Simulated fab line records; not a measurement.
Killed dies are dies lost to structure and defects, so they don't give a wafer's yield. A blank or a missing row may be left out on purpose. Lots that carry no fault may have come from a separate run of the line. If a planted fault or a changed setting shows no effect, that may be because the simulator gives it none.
fab line records	flow sky130
[record] lots = 24	wafers = 72	last_day = 50
route steps=708 shown FIELD_ISO@14 VT_ADJUST_HVTP@95 LOCAL_INTERCONNECT@394 CONTACT@411
lots with no fault: from the same line, run without faults
start_h: the number of hours between the record's first day and the start of the first shown wafer of the lot	wait_h: hours since the lot's step before	" the same as in the row above	L1.1+2: a single row standing in for several wafers	- no value present, or no start provided	* or withheld: withheld	< > ~ a bound
route shown NAME@n: names a module that has steps shown in the file, with the first one's number in the route	usual: mean and standard deviation over wafers with no fault	same: alike in all rows	chamber/n: place in a boat	sites: readings site by site	_std_site: standard deviation across them	_edge_site: mean of outer sites minus mean of inner sites	radius_mm: how far each site lies from the wafer's centre	mask NAME#n: copy n	behind: the tool/chamber that last shaped the wafer	hold: cause of the lot's hold/its duration in hours/its outcome	device: whichever transistor did not switch (one of n, p or np)	end of line: at the end of the route, the tests of the same wafers	a step given without rows: its recipe and nothing more	killed: the dies lost at the first sort to structure and to defects; this is not the yield of the wafer	map: a wafer's dies, x killed, . not, _ none there
set.NAME: the setting as run; set.NAME@STEP: as run at that earlier step	model.NAME: the simulator's own value behind a step, which no gauge read
steps of the route over a sample of lots; a table a step, a row a wafer
services: from which hour (start_h, from the record's first day; less than 0 if before it) a tool's chamber was out of use, for how many hours, and why
[[steps]]
[step SKY_FIELD_ISO_CD_MEAS_13]
[recipe] target_cd_nm = 150
[usual] cd_nm = 149.8/1.3
lot.wafer	tool	chamber	start_h	wait_h	cd_nm
L074.2	cd_sem-02	-	32.72	-	151.4
L074.3	"	-	"	"	152.0
L074.6	"	-	"	"	152.0
L075.1	cd_sem-02	-	42.41	-	149.7
L075.2	"	-	"	"	148.4
L075.4	"	-	"	"	150.1
L076.1	cd_sem-02	-	42.76	-	152.0
L076.2	"	-	"	"	150.4
L076.5	"	-	"	"	151.5
L077.2	cd_sem-02	-	46.20	-	150.3
L077.4	"	-	"	"	148.5
L077.5	"	-	"	"	149.3
L078.1	cd_sem-02	-	52.10	-	149.8
L078.2	"	-	"	"	151.8
L078.5	"	-	"	"	150.9
L079.2	cd_sem-02	-	56.43	-	151.3
L079.5	"	-	"	"	151.0
L079.6	"	-	"	"	151.6
L080.1	cd_sem-01	-	61.71	-	150.4
L080.3	"	-	"	"	149.9
L080.4	"	-	"	"	148.8
L081.3	cd_sem-02	-	68.50	-	150.0
L081.4	"	-	"	"	149.8
L081.6	"	-	"	"	150.0
L082.1	cd_sem-02	-	73.03	-	149.0
L082.2	"	-	"	"	149.7
L082.4	"	-	"	"	149.4
L083.1	cd_sem-01	-	76.65	-	150.6
L083.2	"	-	"	"	148.6
L083.6	"	-	"	"	148.8
L084.4	cd_sem-02	-	83.06	-	150.0
L084.5	"	-	"	"	149.7
L084.6	"	-	"	"	152.0
L085.3	cd_sem-02	-	85.59	-	149.3
L085.4	"	-	"	"	150.4
L085.6	"	-	"	"	149.0
L086.2	cd_sem-02	-	90.12	-	148.6
L086.4	"	-	"	"	149.0
L086.6	"	-	"	"	149.4
L087.3	cd_sem-02	-	96.29	-	148.6
L087.4	"	-	"	"	149.0
L087.6	"	-	"	"	148.2
L088.2	cd_sem-02	-	105.78	-	149.5
L088.5	"	-	"	"	151.3
L088.6	"	-	"	"	149.9
L089.2	cd_sem-02	-	109.18	-	149.3
L089.4	"	-	"	"	149.8
L089.5	"	-	"	"	149.8
L090.3	cd_sem-02	-	112.62	-	149.1
L090.4	"	-	"	"	147.8
L090.6	"	-	"	"	148.6
L091.1	cd_sem-02	-	118.25	-	149.9
L091.2	"	-	"	"	149.8
L091.5	"	-	"	"	150.5
L092.1	cd_sem-02	-	122.58	-	150.6
L092.2	"	-	"	"	149.3
L092.5	"	-	"	"	148.2
L093.1	cd_sem-02	-	126.70	-	147.7
L093.3	"	-	"	"	147.7
L093.4	"	-	"	"	150.4
L094.1	cd_sem-01	-	132.58	-	150.9
L094.5	"	-	"	"	150.5
L094.6	"	-	"	"	150.7
L095.2	cd_sem-01	-	138.05	-	146.9
L095.4	"	-	"	"	147.2
L095.6	"	-	"	"	149.3
L096.2	cd_sem-01	-	143.37	-	148.8
L096.3	"	-	"	"	148.9
L096.5	"	-	"	"	148.0
L097.1	cd_sem-02	-	148.61	-	151.8
L097.3	"	-	"	"	152.0
L097.6	"	-	"	"	151.2
[step SKY_VT_ADJUST_HVTP_STRIP_10]
[recipe] chemistry = O2/N2	power_w = 1400	pressure_mtorr = 1500	platen_temp_c = withheld	o2_flow_sccm = 3000	n2_flow_sccm = 300	overash_fraction = 0.5
[usual] drypump_motor_current_A = 5.7/0.55	oes_product_au = 0.716/0.005	strip_time_to_endpoint_s = 14.18/0.039
lot.wafer	tool	chamber	start_h	wait_h	drypump_motor_current_A	oes_product_au	rf_hours_counter_h	strip_time_to_endpoint_s
L074.2	plasma_asher-04	0	135.98	0.1	6.2	0.714	47	14.15
L074.3	"	0	"	"	6.2	0.716	-	14.20
L074.6	"	0	"	"	6.2	0.717	-	14.16
L075.1	plasma_asher-02	0	145.62	0.1	5.7	0.713	44	14.12
L075.2	"	1	"	"	6.1	0.716	44	14.12
L075.4	"	0	"	"	5.8	0.714	-	14.17
L076.1	plasma_asher-02	1	146.51	0.1	6.1	0.718	44	14.15
L076.2	"	0	"	"	5.8	0.710	44	14.10
L076.5	"	1	"	"	6.1	0.708	-	14.13
L077.2	plasma_asher-02	0	150.17	0.1	5.7	0.722	44	14.14
L077.4	"	0	"	"	5.7	0.718	-	14.20
L077.5	"	0	"	"	5.7	0.714	-	14.19
L078.1	plasma_asher-02	1	152.97	0.1	6.0	0.724	44	14.25
L078.2	"	0	"	"	5.7	0.722	44	14.23
L078.5	"	0	"	"	5.7	0.714	-	14.22
L079.2	plasma_asher-01	1	160.02	0.1	5.6	0.711	36	14.27
L079.5	"	0	"	"	6.2	0.725	-	14.24
L079.6	"	1	"	"	5.6	0.715	-	14.24
L080.1	plasma_asher-04	1	164.37	0.1	4.8	0.723	49	14.14
L080.3	"	1	"	"	4.8	0.717	-	14.11
L080.4	"	0	"	"	6.2	0.722	-	14.12
L081.3	plasma_asher-04	0	167.65	0.1	6.2	0.706	-	14.17
L081.4	"	1	"	"	4.8	0.716	-	14.19
L081.6	"	0	"	"	6.3	0.708	-	14.22
L082.1	plasma_asher-01	0	180.21	0.1	6.2	0.714	38	14.14
L082.2	"	1	"	"	5.6	0.712	38	14.15
L082.4	"	1	"	"	5.6	0.710	-	14.15
L083.1	plasma_asher-04	0	180.72	0.1	6.2	0.715	51	14.16
L083.2	"	1	"	"	4.8	0.722	51	14.19
L083.6	"	0	"	"	6.2	0.725	-	14.18
L084.4	plasma_asher-04	0	186.42	0.1	6.3	0.724	-	14.24
L084.5	"	0	"	"	6.3	0.722	-	14.25
L084.6	"	1	"	"	4.8	0.715	-	14.24
L085.3	plasma_asher-04	0	192.09	0.1	6.2	0.720	-	14.17
L085.4	"	1	"	"	4.8	0.715	-	14.18
L085.6	"	1	"	"	4.8	0.707	-	14.19
L086.2	plasma_asher-02	0	198.03	0.1	5.8	0.712	49	14.17
L086.4	"	0	"	"	5.8	0.714	-	14.15
L086.6	"	0	"	"	5.8	0.719	-	14.15
L087.3	plasma_asher-04	0	206.10	0.1	6.2	0.718	-	14.20
L087.4	"	1	"	"	4.8	0.718	-	14.20
L087.6	"	1	"	"	4.8	0.718	-	14.18
L088.2	plasma_asher-02	0	212.93	0.1	5.8	0.715	50	14.25
L088.5	"	0	"	"	5.8	0.716	-	14.23
L088.6	"	1	"	"	6.1	0.714	-	14.23
L089.2	plasma_asher-04	0	218.81	0.1	6.2	0.714	55	14.24
L089.4	"	1	"	"	4.8	0.717	-	14.16
L089.5	"	0	"	"	6.2	0.710	-	14.23
L090.3	plasma_asher-01	1	225.47	0.1	5.6	0.711	-	14.20
L090.4	"	0	"	"	6.1	0.719	-	14.19
L090.6	"	0	"	"	6.1	0.702	-	14.18
L091.1	plasma_asher-04	1	229.73	0.1	4.8	0.714	56	14.20
L091.2	"	0	"	"	6.2	0.718	56	14.19
L091.5	"	1	"	"	4.8	0.719	-	14.20
L092.1	plasma_asher-04	1	234.97	0.1	4.8	0.719	56	14.21
L092.2	"	0	"	"	6.3	0.716	56	14.22
L092.5	"	0	"	"	6.2	0.715	-	14.20
L093.1	plasma_asher-01	1	248.68	0.1	5.6	0.723	45	14.20
L093.3	"	0	"	"	6.1	0.721	-	14.19
L093.4	"	1	"	"	5.6	0.708	-	14.23
L094.1	plasma_asher-02	0	255.93	0.1	5.7	0.711	54	14.19
L094.5	"	0	"	"	5.8	0.710	-	14.24
L094.6	"	1	"	"	6.0	0.713	-	14.20
L095.2	plasma_asher-04	1	261.78	0.1	4.8	0.722	59	14.17
L095.4	"	0	"	"	6.3	0.712	-	14.14
L095.6	"	1	"	"	4.8	0.712	-	14.11
L096.2	plasma_asher-04	1	263.76	0.1	4.8	0.718	59	14.13
L096.3	"	1	"	"	4.8	0.711	-	14.15
L096.5	"	1	"	"	4.8	0.718	-	14.17
L097.1	plasma_asher-01	0	267.31	0.1	6.1	0.716	47	14.16
L097.3	"	0	"	"	6.1	0.723	-	14.16
L097.6	"	1	"	"	5.6	0.719	-	14.13
[step SKY_LOCAL_INTERCONNECT_SOFTBAKE_07]
[recipe] temp_c = 100	time_s = 91.53	resist = KrF-thick
[usual] chill_plate_temp_C = 23.01/0.11	plate_sensor_t_centre_C = 100.88/0.01	plate_sensor_t_edge_C = 100.95/0.0097	softbake_temp_c = 100.01/0.13
lot.wafer	tool	chamber	start_h	wait_h	chill_plate_temp_C	plate_sensor_t_centre_C	plate_sensor_t_edge_C	softbake_temp_c
L074.2	litho_track-01	0	-	-	23.14	100.89	100.96	99.99
L074.3	"	0	"	"	23.20	100.88	100.95	99.77
L074.6	"	0	"	"	23.26	100.88	100.94	99.76
L076.1	litho_track-03	0	-	-	22.84	100.9	100.94	100.03
L076.2	"	0	"	"	23.05	100.89	100.95	100.13
L076.5	"	0	"	"	22.87	100.89	100.95	99.95
L075.1	litho_track-04	0	-	-	23.05	100.88	100.94	100.08
L075.2	"	0	"	"	22.98	100.89	100.97	99.95
L075.4	"	0	"	"	22.95	100.87	100.95	100.12
L077.2	litho_track-03	0	-	-	22.98	100.88	100.97	99.93
L077.4	"	0	"	"	22.78	100.87	100.95	99.78
L077.5	"	0	"	"	22.97	100.88	100.95	99.95
L078.1	litho_track-01	0	-	-	23.12	100.91	100.95	99.99
L078.2	"	0	"	"	23.20	100.89	100.95	100.05
L078.5	"	0	"	"	23.09	100.87	100.95	99.86
L079.2	litho_track-04	0	-	-	22.88	100.87	100.98	99.97
L079.5	"	0	"	"	22.82	100.87	100.97	100.05
L079.6	"	0	"	"	22.94	100.88	100.98	99.96
L080.1	litho_track-03	0	-	-	23.22	100.89	100.95	100.15
L080.3	"	0	"	"	23.12	100.89	100.96	99.93
L080.4	"	0	"	"	23.05	100.87	100.95	100.19
L081.3	litho_track-03	0	-	-	22.95	100.88	100.95	100.09
L081.4	"	0	"	"	22.98	100.89	100.95	100.15
L081.6	"	0	"	"	23.09	100.87	100.96	100.14
L082.1	litho_track-03	0	-	-	23.13	100.87	100.95	100.00
L082.2	"	0	"	"	23.24	100.89	100.94	100.10
L082.4	"	0	"	"	22.99	100.88	100.95	99.75
L083.1	litho_track-04	0	-	-	22.98	100.86	100.95	100.10
L083.2	"	0	"	"	23.03	100.87	100.96	99.91
L083.6	"	0	"	"	22.96	100.89	100.94	99.92
L084.4	litho_track-04	0	-	-	23.07	100.87	100.95	99.91
L084.5	"	0	"	"	22.95	100.89	100.96	99.85
L084.6	"	0	"	"	22.95	100.89	100.95	100.06
L085.3	litho_track-01	0	-	-	23.06	100.88	100.93	100.01
L085.4	"	0	"	"	23.22	100.9	100.95	100.09
L085.6	"	0	"	"	23.17	100.89	100.97	100.08
L086.2	litho_track-04	0	-	-	23.02	100.89	100.97	100.33
L086.4	"	0	"	"	23.04	100.88	100.96	100.29
L086.6	"	0	"	"	22.84	100.87	100.96	100.23
L087.3	litho_track-03	0	-	-	22.98	100.91	100.96	100.07
L087.4	"	0	"	"	23.02	100.87	100.95	100.10
L087.6	"	0	"	"	22.97	100.89	100.95	100.04
L089.2	litho_track-04	0	-	-	23.04	100.89	100.95	100.19
L089.4	"	0	"	"	22.92	100.89	100.94	99.99
L089.5	"	0	"	"	23.08	100.88	100.95	100.10
L088.2	litho_track-01	0	-	-	23.07	100.88	100.94	100.05
L088.5	"	0	"	"	23.24	100.89	100.95	99.97
L088.6	"	0	"	"	23.13	100.88	100.94	100.06
L092.1	litho_track-04	0	-	-	22.90	100.89	100.95	100.06
L092.2	"	0	"	"	23.01	100.89	100.94	99.99
L092.5	"	0	"	"	23.02	100.88	100.96	99.99
L090.3	litho_track-01	0	-	-	22.96	100.88	100.96	99.92
L090.4	"	0	"	"	23.00	100.88	100.94	99.85
L090.6	"	0	"	"	23.03	100.86	100.96	99.98
L091.1	litho_track-04	0	-	-	22.95	100.89	100.95	99.75
L091.2	"	0	"	"	22.82	100.89	100.96	99.99
L091.5	"	0	"	"	22.93	100.87	100.95	99.81
L093.1	litho_track-03	0	-	-	23.15	100.88	100.94	100.21
L093.3	"	0	"	"	22.85	100.89	100.95	100.27
L093.4	"	0	"	"	23.08	100.88	100.93	100.25
L094.1	litho_track-04	0	-	-	22.95	100.87	100.96	99.95
L094.5	"	0	"	"	22.85	100.89	100.96	99.97
L094.6	"	0	"	"	22.96	100.89	100.95	99.96
L095.2	litho_track-03	0	-	-	22.84	100.88	100.95	99.94
L095.4	"	0	"	"	22.84	100.9	100.95	100.19
L095.6	"	0	"	"	22.88	100.87	100.94	100.25
L096.2	litho_track-03	0	-	-	22.99	100.89	100.96	100.13
L096.3	"	0	"	"	22.86	100.88	100.95	99.95
L096.5	"	0	"	"	22.92	100.87	100.95	99.93
L097.1	litho_track-04	0	-	-	23.14	100.88	100.96	100.18
L097.3	"	0	"	"	22.98	100.89	100.95	99.92
L097.6	"	0	"	"	23.11	100.88	100.96	100.07
[step SKY_CONTACT_BOW_MEAS_05]
[recipe] mode = bow
[usual] CONTACT_BOW = 83/7.6
lot.wafer	tool	chamber	start_h	wait_h	CONTACT_BOW[um]
L074.2	film_metro-03	-	725.33	0.1	90
L074.3	"	-	"	"	86
L074.6	"	-	"	"	82
L076.1	film_metro-01	-	738.91	0.1	80
L076.2	"	-	"	"	89
L076.5	"	-	"	"	78
L075.1	film_metro-02	-	741.09	0.2	96
L075.2	"	-	"	"	88
L075.4	"	-	"	"	81
L077.2	film_metro-02	-	748.80	0.2	77
L077.4	"	-	"	"	81
L077.5	"	-	"	"	90
L078.1	film_metro-03	-	752.14	0.2	78
L078.2	"	-	"	"	82
L078.5	"	-	"	"	91
L079.2	film_metro-02	-	759.91	0.2	76
L079.5	"	-	"	"	75
L079.6	"	-	"	"	82
L080.1	film_metro-02	-	762.27	0.2	84
L080.3	"	-	"	"	84
L080.4	"	-	"	"	91
L081.3	film_metro-03	-	768.68	0.2	96
L081.4	"	-	"	"	82
L081.6	"	-	"	"	84
L082.1	film_metro-02	-	782.52	0.1	89
L082.2	"	-	"	"	83
L082.4	"	-	"	"	87
L083.1	film_metro-02	-	783.96	0.2	79
L083.2	"	-	"	"	67
L083.6	"	-	"	"	65
L084.4	film_metro-03	-	788.54	0.3	87
L084.5	"	-	"	"	87
L084.6	"	-	"	"	86
L085.3	film_metro-03	-	792.59	0.3	80
L085.4	"	-	"	"	86
L085.6	"	-	"	"	91
L086.2	film_metro-02	-	810.29	0.3	88
L086.4	"	-	"	"	92
L086.6	"	-	"	"	89
L087.3	film_metro-01	-	814.93	0.3	86
L087.4	"	-	"	"	72
L087.6	"	-	"	"	81
L089.2	film_metro-03	-	823.22	0.2	75
L089.4	"	-	"	"	86
L089.5	"	-	"	"	102
L088.2	film_metro-02	-	824.43	0.2	84
L088.5	"	-	"	"	77
L088.6	"	-	"	"	66
L092.1	film_metro-02	-	847.79	0.1	80
L092.2	"	-	"	"	89
L092.5	"	-	"	"	86
L090.3	film_metro-02	-	851.37	0.2	80
L090.4	"	-	"	"	85
L090.6	"	-	"	"	93
L091.1	film_metro-03	-	853.75	0.2	83
L091.2	"	-	"	"	92
L091.5	"	-	"	"	89
L093.1	film_metro-02	-	856.28	0.1	72
L093.3	"	-	"	"	72
L093.4	"	-	"	"	83
L094.1	film_metro-03	-	864.18	0.1	66
L094.5	"	-	"	"	90
L094.6	"	-	"	"	82
L095.2	film_metro-02	-	867.70	0.2	74
L095.4	"	-	"	"	74
L095.6	"	-	"	"	96
L096.2	film_metro-03	-	872.05	0.3	85
L096.3	"	-	"	"	80
L096.5	"	-	"	"	85
L097.1	film_metro-03	-	874.09	0.2	89
L097.3	"	-	"	"	83
L097.6	"	-	"	"	88
[step SKY_CONTACT_OVL_MEAS_15]
[usual] CONTACT_OVL = 2/5.3
lot.wafer	tool	chamber	start_h	wait_h	CONTACT_OVL[nm]
L074.2	overlay-01	-	752.48	0.1	1
L074.3	"	-	"	"	-1
L074.6	"	-	"	"	-6
L076.1	overlay-01	-	765.52	0.1	4
L076.2	"	-	"	"	-8
L076.5	"	-	"	"	0
L075.1	overlay-01	-	768.50	0.1	-1
L075.2	"	-	"	"	1
L075.4	"	-	"	"	-5
L077.2	overlay-02	-	775.15	0.1	2
L077.4	"	-	"	"	6
L077.5	"	-	"	"	7
L078.1	overlay-02	-	778.98	0.1	-5
L078.2	"	-	"	"	-4
L078.5	"	-	"	"	2
L079.2	overlay-01	-	786.63	0.1	-1
L079.5	"	-	"	"	-1
L079.6	"	-	"	"	-8
L080.1	overlay-01	-	789.12	0.1	3
L080.3	"	-	"	"	9
L080.4	"	-	"	"	0
L081.3	overlay-02	-	794.53	0.1	-3
L081.4	"	-	"	"	-7
L081.6	"	-	"	"	1
L082.1	overlay-01	-	808.12	0.1	3
L082.2	"	-	"	"	-1
L082.4	"	-	"	"	3
L083.1	overlay-01	-	810.58	0.1	-1
L083.2	"	-	"	"	-8
L083.6	"	-	"	"	-3
L084.4	overlay-01	-	814.81	0.1	3
L084.5	"	-	"	"	-6
L084.6	"	-	"	"	-7
L085.3	overlay-01	-	818.84	0.1	2
L085.4	"	-	"	"	3
L085.6	"	-	"	"	5
L086.2	overlay-02	-	836.03	0.1	7
L086.4	"	-	"	"	8
L086.6	"	-	"	"	4
L087.3	overlay-01	-	841.31	0.1	4
L087.4	"	-	"	"	3
L087.6	"	-	"	"	4
L089.2	overlay-01	-	848.43	0.1	3
L089.4	"	-	"	"	2
L089.5	"	-	"	"	-6
L088.2	overlay-01	-	850.40	0.1	-2
L088.5	"	-	"	"	3
L088.6	"	-	"	"	0
L092.1	overlay-01	-	874.53	0.1	4
L092.2	"	-	"	"	7
L092.5	"	-	"	"	12
L090.3	overlay-02	-	877.89	0.1	3
L090.4	"	-	"	"	3
L090.6	"	-	"	"	1
L091.1	overlay-01	-	879.42	0.1	4
L091.2	"	-	"	"	-4
L091.5	"	-	"	"	8
L093.1	overlay-02	-	881.82	0.1	-5
L093.3	"	-	"	"	0
L093.4	"	-	"	"	-4
L094.1	overlay-01	-	889.98	0.1	5
L094.5	"	-	"	"	10
L094.6	"	-	"	"	8
L095.2	overlay-01	-	893.33	0.1	10
L095.4	"	-	"	"	-2
L095.6	"	-	"	"	10
L096.2	overlay-01	-	897.18	0.1	6
L096.3	"	-	"	"	0
L096.5	"	-	"	"	2
L097.1	overlay-01	-	898.80	0.1	11
L097.3	"	-	"	"	11
L097.6	"	-	"	"	2
[step SKY_CONTACT_SPUTTER_23]
[recipe] material = TiN	target_thk_nm = 20	chamber_pressure_pa = 5	power_w = 4000	time_s = 80
[usual] chamber_pressure_pa = 5.001/0.0099	throttle_valve_pct = 30.2/1.1
lot.wafer	tool	chamber	start_h	wait_h	chamber_pressure_pa	throttle_valve_pct
L074.2	pvd_sputter-01	-	753.24	0.0	4.997	30.3
L074.3	"	-	"	"	5.016	31.5
L074.6	"	-	"	"	4.993	31.5
L076.1	pvd_sputter-04	-	766.33	0.0	4.993	30.4
L076.2	"	-	"	"	5.008	29.7
L076.5	"	-	"	"	4.999	31.0
L075.1	pvd_sputter-01	-	769.26	0.0	5.001	30.7
L075.2	"	-	"	"	5.012	29.6
L075.4	"	-	"	"	4.986	31.3
L077.2	pvd_sputter-02	-	775.91	0.0	5.000	30.9
L077.4	"	-	"	"	4.996	27.7
L077.5	"	-	"	"	5.014	30.8
L078.1	pvd_sputter-02	-	779.74	0.0	4.998	30.8
L078.2	"	-	"	"	4.991	27.8
L078.5	"	-	"	"	5.000	30.7
L079.2	pvd_sputter-01	-	787.42	0.0	4.997	30.4
L079.5	"	-	"	"	5.000	31.7
L079.6	"	-	"	"	4.998	30.5
L080.1	pvd_sputter-04	-	789.88	0.0	5.006	30.3
L080.3	"	-	"	"	4.998	30.8
L080.4	"	-	"	"	4.993	31.5
L081.3	pvd_sputter-04	-	795.28	0.0	5.000	29.6
L081.4	"	-	"	"	5.016	30.1
L081.6	"	-	"	"	4.987	31.4
L082.1	pvd_sputter-01	-	809.02	0.0	4.991	30.3
L082.2	"	-	"	"	4.992	31.4
L082.4	"	-	"	"	4.997	30.7
L083.1	pvd_sputter-01	-	811.48	0.0	5.002	30.9
L083.2	"	-	"	"	5.001	31.6
L083.6	"	-	"	"	5.014	30.4
L084.4	pvd_sputter-01	-	815.56	0.0	4.993	30.1
L084.5	"	-	"	"	5.002	29.9
L084.6	"	-	"	"	5.004	30.5
L085.3	pvd_sputter-01	-	819.75	0.0	4.992	31.7
L085.4	"	-	"	"	4.994	29.6
L085.6	"	-	"	"	4.983	31.6
L086.2	pvd_sputter-01	-	836.79	0.0	4.999	31.8
L086.4	"	-	"	"	5.006	30.7
L086.6	"	-	"	"	4.996	31.9
L087.3	pvd_sputter-02	-	842.06	0.0	5.005	27.9
L087.4	"	-	"	"	5.017	28.4
L087.6	"	-	"	"	5.020	27.8
L089.2	pvd_sputter-02	-	849.28	0.0	5.030	30.7
L089.4	"	-	"	"	5.000	30.8
L089.5	"	-	"	"	4.986	31.0
L088.2	pvd_sputter-02	-	851.19	0.0	4.988	30.9
L088.5	"	-	"	"	4.983	28.4
L088.6	"	-	"	"	4.994	30.6
L092.1	pvd_sputter-04	-	875.33	0.0	4.987	29.6
L092.2	"	-	"	"	4.997	30.0
L092.5	"	-	"	"	5.006	30.8
L090.3	pvd_sputter-02	-	878.71	0.0	5.004	30.9
L090.4	"	-	"	"	5.004	28.4
L090.6	"	-	"	"	5.000	28.4
L091.1	pvd_sputter-04	-	880.22	0.0	5.017	30.7
L091.2	"	-	"	"	5.015	31.4
L091.5	"	-	"	"	5.001	29.2
L093.1	pvd_sputter-04	-	882.62	0.0	4.997	31.0
L093.3	"	-	"	"	5.012	30.4
L093.4	"	-	"	"	5.005	29.8
L094.1	pvd_sputter-01	-	890.77	0.0	4.990	31.8
L094.5	"	-	"	"	5.007	30.0
L094.6	"	-	"	"	4.985	30.8
L095.2	pvd_sputter-04	-	894.09	0.0	4.996	30.9
L095.4	"	-	"	"	5.024	31.8
L095.6	"	-	"	"	4.995	31.7
L096.2	pvd_sputter-02	-	897.94	0.0	5.019	28.2
L096.3	"	-	"	"	5.004	30.4
L096.5	"	-	"	"	4.997	30.5
L097.1	pvd_sputter-02	-	899.56	0.0	4.989	31.1
L097.3	"	-	"	"	5.014	27.7
L097.6	"	-	"	"	5.010	30.7
[[services]]
tool	chamber	start_h	hours	kind
pvd_sputter-01	-	151.16	2.0	repair
pvd_sputter-01	-	174.95	7.1	repair
pvd_sputter-04	-	176.44	0.5	repair
pvd_sputter-01	-	177.48	5.9	repair
plasma_asher-02	-	205.82	0.7	repair
plasma_asher-04	-	215.17	0.7	repair
pvd_sputter-01	-	217.50	11.1	repair
pvd_sputter-02	-	284.83	0.5	repair
plasma_asher-04	-	325.20	2.8	pm
plasma_asher-04	-	336.26	1.9	repair
pvd_sputter-02	-	345.27	5.3	repair
plasma_asher-04	-	363.80	0.4	repair
pvd_sputter-01	-	378.33	0.7	repair
plasma_asher-04	-	421.25	9.0	pm
pvd_sputter-02	-	471.01	4.5	repair
pvd_sputter-02	-	518.27	13.9	repair
pvd_sputter-01	-	519.63	2.8	repair
plasma_asher-04	-	523.43	1.3	repair
pvd_sputter-02	-	608.23	1.8	repair
pvd_sputter-02	-	619.40	18.7	repair
pvd_sputter-02	-	788.46	1.8	repair
pvd_sputter-01	-	793.00	3.3	repair
plasma_asher-04	-	803.11	13.9	repair
plasma_asher-04	-	835.54	2.6	repair
[[key]]
fault none
